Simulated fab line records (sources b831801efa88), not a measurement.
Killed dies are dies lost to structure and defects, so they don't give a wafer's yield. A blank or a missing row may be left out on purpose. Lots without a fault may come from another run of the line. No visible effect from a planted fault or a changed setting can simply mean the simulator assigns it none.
Which of the tools did it? | flow sky130 | Sampling: 24 lots, 72 wafers, 5 of 708 route steps

## WHAT EACH GAUGE READ, for each wafer
SKY_LI_CONTACT_THK_MEAS_01.
lot  | measured     | on           | LI_CONTACT_HDPCVD_THK (nm)
L074 | day 29 18:51 | filmMetro-03 | 930 926 932
L075 | day 29 22:43 | filmMetro-03 | 945 943 941
L076 | day 30 00:53 | filmMetro-03 | 937 940 943
L077 | day 31 04:01 | filmMetro-04 | 931 951 939
L078 | day 31 04:53 | filmMetro-03 | 913 946 928
L079 | day 31 08:39 | filmMetro-01 | 930 933 932
L080 | day 31 13:14 | filmMetro-01 | 918 914 915
L081 | day 32 06:20 | filmMetro-04 | 924 910 918
L082 | day 32 11:34 | filmMetro-01 | 918 917 920
L083 | day 32 13:33 | filmMetro-03 | 922 918 903
L084 | day 33 03:23 | filmMetro-03 | 906 927 926
L085 | day 33 11:30 | filmMetro-04 | 923 937 919
L086 | day 33 18:58 | filmMetro-03 | 924 924 921
L088 | day 34 00:54 | filmMetro-01 | 918 921 929
L087 | day 34 06:00 | filmMetro-01 | 938 929 937
L089 | day 34 08:05 | filmMetro-04 | 935 916 922
L090 | day 34 18:49 | filmMetro-03 | 908 926 926
L091 | day 34 22:32 | filmMetro-01 | 925 916 908
L092 | day 35 03:19 | filmMetro-01 | 922 908 926
L093 | day 35 10:53 | filmMetro-01 | 922 913 927
L094 | day 35 16:49 | filmMetro-03 | 919 916 912
L095 | day 36 03:24 | filmMetro-04 | 903 923 912
L096 | day 36 07:59 | filmMetro-03 | 915 934 915
L097 | day 36 14:53 | filmMetro-01 | 924 936 926

SKY_CONTACT_BOW_MEAS_05.
lot  | measured     | on           | CONTACT_BOW (um)
L074 | day 32 04:13 | filmMetro-03 | 86 81 78
L075 | day 32 10:23 | filmMetro-02 | 73 72 82
L076 | day 32 13:09 | filmMetro-01 | 91 77 82
L077 | day 33 14:34 | filmMetro-03 | 74 78 80
L078 | day 33 17:26 | filmMetro-01 | 81 71 80
L079 | day 33 20:17 | filmMetro-03 | 79 80 75
L080 | day 33 23:24 | filmMetro-03 | 77 81 88
L081 | day 34 15:27 | filmMetro-02 | 84 94 93
L082 | day 34 21:20 | filmMetro-02 | 75 80 80
L083 | day 34 23:39 | filmMetro-02 | 75 82 79
L084 | day 35 11:54 | filmMetro-03 | 72 81 78
L085 | day 35 20:59 | filmMetro-02 | 76 83 84
L086 | day 36 04:47 | filmMetro-01 | 89 79 84
L088 | day 36 09:20 | filmMetro-01 | 90 83 86
L087 | day 36 15:23 | filmMetro-01 | 84 75 73
L089 | day 36 17:07 | filmMetro-01 | 81 82 74
L090 | day 37 03:56 | filmMetro-03 | 76 85 87
L091 | day 37 07:36 | filmMetro-02 | 88 81 83
L092 | day 37 12:59 | filmMetro-02 | 81 77 81
L093 | day 37 19:59 | filmMetro-01 | 77 82 88
L094 | day 38 01:17 | filmMetro-03 | 82 81 79
L095 | day 38 13:11 | filmMetro-02 | 78 82 77
L096 | day 38 17:19 | filmMetro-02 | 73 86 84
L097 | day 38 23:35 | filmMetro-01 | 76 79 76

## TOOL THAT RAN EACH LOT (tool first, then ch and the chambers of the sampled wafers, then the start)
lot  | SKY_LI_CONTACT_ETCH_14            | SKY_LOCAL_INTERCONNECT_STRIP_15     | SKY_CONTACT_CVD_00
L074 | rieDiel-01 ch 0,2,3, day 30 22:43 | plasmaAsher-04 ch 0,1, day 32 02:55 | pecvd-01 ch 0,1,2, day 32 03:41
L075 | rieDiel-02 ch 0,2,3, day 31 03:20 | plasmaAsher-04 ch 0,1, day 32 09:14 | pecvd-01 ch 0,1,2, day 32 09:52
L076 | rieDiel-01 ch 0,2,3, day 31 05:35 | plasmaAsher-04 ch 0,1, day 32 12:00 | pecvd-02 ch 0,1, day 32 12:38
L077 | rieDiel-04 ch 1,2,3, day 32 08:53 | plasmaAsher-03 ch 0,1, day 33 13:22 | pecvd-02 ch 1,2, day 33 14:02
L078 | rieDiel-04 ch 0,1,2, day 32 10:36 | plasmaAsher-02 ch 0,1, day 33 15:48 | pecvd-01 ch 0,1,2, day 33 16:52
L079 | rieDiel-01 ch 0,3, day 32 13:47   | plasmaAsher-02 ch 0, day 33 18:43   | pecvd-03 ch 0,1, day 33 19:44
L080 | rieDiel-02 ch 0,1,3, day 32 17:04 | plasmaAsher-04 ch 0,1, day 33 21:47 | pecvd-01 ch 0,1,2, day 33 22:53
L081 | rieDiel-02 ch 0,1,2, day 33 10:17 | plasmaAsher-02 ch 0,1, day 34 14:08 | pecvd-03 ch 0,1,2, day 34 14:55
L082 | rieDiel-01 ch 1,3, day 33 15:17   | plasmaAsher-03 ch 0,1, day 34 19:43 | pecvd-01 ch 1,2, day 34 20:48
L083 | rieDiel-02 ch 2,3, day 33 17:50   | plasmaAsher-03 ch 0,1, day 34 21:42 | pecvd-01 ch 0,2, day 34 22:46
L084 | rieDiel-04 ch 1,3, day 34 06:34   | plasmaAsher-03 ch 0,1, day 35 10:46 | pecvd-02 ch 0,2, day 35 11:22
L085 | rieDiel-01 ch 1,3, day 34 14:59   | plasmaAsher-03 ch 0,1, day 35 19:49 | pecvd-03 ch 0,2, day 35 20:27
L086 | rieDiel-04 ch 2,3, day 34 22:14   | plasmaAsher-03 ch 0, day 36 03:37   | pecvd-02 ch 0,2, day 36 04:13
L088 | rieDiel-04 ch 0,3, day 35 04:25   | plasmaAsher-03 ch 0,1, day 36 08:12 | pecvd-02 ch 1,2, day 36 08:46
L087 | rieDiel-02 ch 0,2, day 35 09:50   | plasmaAsher-03 ch 0,1, day 36 14:15 | pecvd-02 ch 0,1,2, day 36 14:49
L089 | rieDiel-04 ch 0,1,3, day 35 11:26 | plasmaAsher-04 ch 0,1, day 36 15:51 | pecvd-01 ch 0,2, day 36 16:35
L090 | rieDiel-02 ch 0,1,3, day 35 22:22 | plasmaAsher-04 ch 0, day 37 02:49   | pecvd-01 ch 1,2, day 37 03:25
L091 | rieDiel-01 ch 0,1, day 36 02:07   | plasmaAsher-03 ch 0, day 37 06:28   | pecvd-02 ch 0,1,2, day 37 07:04
L092 | rieDiel-04 ch 0,1, day 36 06:43   | plasmaAsher-04 ch 0,1, day 37 11:51 | pecvd-02 ch 0,1, day 37 12:27
L093 | rieDiel-02 ch 0,2,3, day 36 14:10 | plasmaAsher-03 ch 0,1, day 37 18:51 | pecvd-01 ch 0,1, day 37 19:26
L094 | rieDiel-02 ch 0,1, day 36 19:35   | plasmaAsher-02 ch 0,1, day 38 00:10 | pecvd-02 ch 0,1,2, day 38 00:46
L095 | rieDiel-02 ch 1,3, day 37 07:10   | plasmaAsher-03 ch 0,1, day 38 12:04 | pecvd-02 ch 0,2, day 38 12:40
L096 | rieDiel-04 ch 1,3, day 37 11:49   | plasmaAsher-03 ch 0,1, day 38 16:07 | pecvd-02 ch 0,1,2, day 38 16:43
L097 | rieDiel-02 ch 1,2,3, day 37 17:50 | plasmaAsher-03 ch 0,1, day 38 22:28 | pecvd-01 ch 0,1,2, day 38 23:04
- SKY_LI_CONTACT_ETCH_14: etches BARC in N2/H2, stops on SiO2, time 45.9 s, target depth 60 nm.
- SKY_LOCAL_INTERCONNECT_STRIP_15: strips in O2/N2.
- SKY_CONTACT_CVD_00: deposits Si3N4, target thk 75 nm.

## WHAT THE TOOLS THEMSELVES READ (means of the sampled wafers that have a number; where no wafer has one, the mark that the record gives instead)
SKY_LI_CONTACT_ETCH_14.
lot  | tool       | drypumpMotorCurrentA (A) | oesProductAu (a.u.) | throttleValvePct (%)
L074 | rieDiel-01 | 5.8                      | 0.852               | 13.227
L075 | rieDiel-02 | 5.8                      | 0.851               | 13.227
L076 | rieDiel-01 | 5.7                      | 0.850               | 13.214
L077 | rieDiel-04 | 5.6                      | 0.859               | 13.218
L078 | rieDiel-04 | 5.6                      | 0.853               | 13.220
L079 | rieDiel-01 | 5.8                      | 0.852               | 13.217
L080 | rieDiel-02 | 5.3                      | 0.855               | 13.228
L081 | rieDiel-02 | 5.5                      | 0.858               | 13.235
L082 | rieDiel-01 | 5.2                      | 0.858               | 13.230
L083 | rieDiel-02 | 6.1                      | 0.854               | 13.220
L084 | rieDiel-04 | 5.4                      | 0.855               | 13.221
L085 | rieDiel-01 | 5.4                      | 0.856               | 13.220
L086 | rieDiel-04 | 5.6                      | 0.855               | 13.227
L088 | rieDiel-04 | 5.6                      | 0.855               | 13.214
L087 | rieDiel-02 | 6.0                      | 0.855               | 13.225
L089 | rieDiel-04 | 5.5                      | 0.853               | 13.227
L090 | rieDiel-02 | 5.3                      | 0.855               | 13.227
L091 | rieDiel-01 | 5.2                      | 0.855               | 13.222
L092 | rieDiel-04 | 5.6                      | 0.854               | 13.222
L093 | rieDiel-02 | 5.8                      | 0.855               | 13.225
L094 | rieDiel-02 | 5.0                      | 0.852               | 13.214
L095 | rieDiel-02 | 5.5                      | 0.853               | 13.220
L096 | rieDiel-04 | 5.4                      | 0.851               | 13.227
L097 | rieDiel-02 | 5.7                      | 0.850               | 13.224

SKY_LOCAL_INTERCONNECT_STRIP_15.
lot  | tool           | drypumpMotorCurrentA (A) | oesProductAu (a.u.) | stripTimeToEndpointS (s)
L074 | plasmaAsher-04 | 5.7                      | 0.429               | 4.802
L075 | plasmaAsher-04 | 5.5                      | 0.430               | 4.802
L076 | plasmaAsher-04 | 5.7                      | 0.426               | 4.795
L077 | plasmaAsher-03 | 5.6                      | 0.428               | 4.753
L078 | plasmaAsher-02 | 5.4                      | 0.430               | 4.761
L079 | plasmaAsher-02 | 4.8                      | 0.428               | 4.769
L080 | plasmaAsher-04 | 5.5                      | 0.426               | 4.792
L081 | plasmaAsher-02 | 6.0                      | 0.431               | 4.763
L082 | plasmaAsher-03 | 5.3                      | 0.432               | 4.784
L083 | plasmaAsher-03 | 5.3                      | 0.432               | 4.825
L084 | plasmaAsher-03 | 5.3                      | 0.427               | 4.772
L085 | plasmaAsher-03 | 5.3                      | 0.431               | 4.833
L086 | plasmaAsher-03 | 5.7                      | 0.428               | 4.810
L088 | plasmaAsher-03 | 5.3                      | 0.430               | 4.787
L087 | plasmaAsher-03 | 5.6                      | 0.428               | 4.777
L089 | plasmaAsher-04 | 5.6                      | 0.428               | 4.769
L090 | plasmaAsher-04 | 5.8                      | 0.432               | 4.811
L091 | plasmaAsher-03 | 5.8                      | 0.430               | 4.781
L092 | plasmaAsher-04 | 5.5                      | 0.432               | 4.798
L093 | plasmaAsher-03 | 5.3                      | 0.430               | 4.765
L094 | plasmaAsher-02 | 6.0                      | 0.432               | 4.792
L095 | plasmaAsher-03 | 5.6                      | 0.428               | 4.791
L096 | plasmaAsher-03 | 5.6                      | 0.431               | 4.789
L097 | plasmaAsher-03 | 5.3                      | 0.426               | 4.773

SKY_CONTACT_CVD_00.
lot  | tool     | heaterPowerW (W)
L074 | pecvd-01 | 723
L075 | pecvd-01 | 673
L076 | pecvd-02 | 601
L077 | pecvd-02 | 771
L078 | pecvd-01 | 711
L079 | pecvd-03 | 763
L080 | pecvd-01 | 676
L081 | pecvd-03 | 764
L082 | pecvd-01 | 666
L083 | pecvd-01 | 685
L084 | pecvd-02 | 637
L085 | pecvd-03 | 680
L086 | pecvd-02 | 733
L088 | pecvd-02 | 727
L087 | pecvd-02 | 648
L089 | pecvd-01 | 674
L090 | pecvd-01 | 729
L091 | pecvd-02 | 686
L092 | pecvd-02 | 637
L093 | pecvd-01 | 778
L094 | pecvd-02 | 690
L095 | pecvd-02 | 704
L096 | pecvd-02 | 657
L097 | pecvd-01 | 689

## THE ANSWER, worked out from the rows above alone
Rule: the lots themselves supply what counts as usual. Put in order of their means at a reading, lots are off if they are a third of the lots or fewer, leave a main group of 4 or more, and stand apart from it by a gap of 3 or more times the standard deviation of the main group's means; of several such gaps the widest counts. If all means in a main group match to the digits the tables above print for the reading, that group is not used. Also off: a lot with no number at a reading for which 4 or more lots have one. Where the step has rows for the other lots, those lots are counted as sound. Order of review: gauges by route order, followed by the tools' own readings, for which a lot's mean as printed above is used. At the first step where some lot is off, the reading lying furthest off is the one used; lots without a number count as furthest.
No lot is off at any reading shown: from this, nothing can be told.

## WHAT WAS PUT IN BY THE SIMULATOR
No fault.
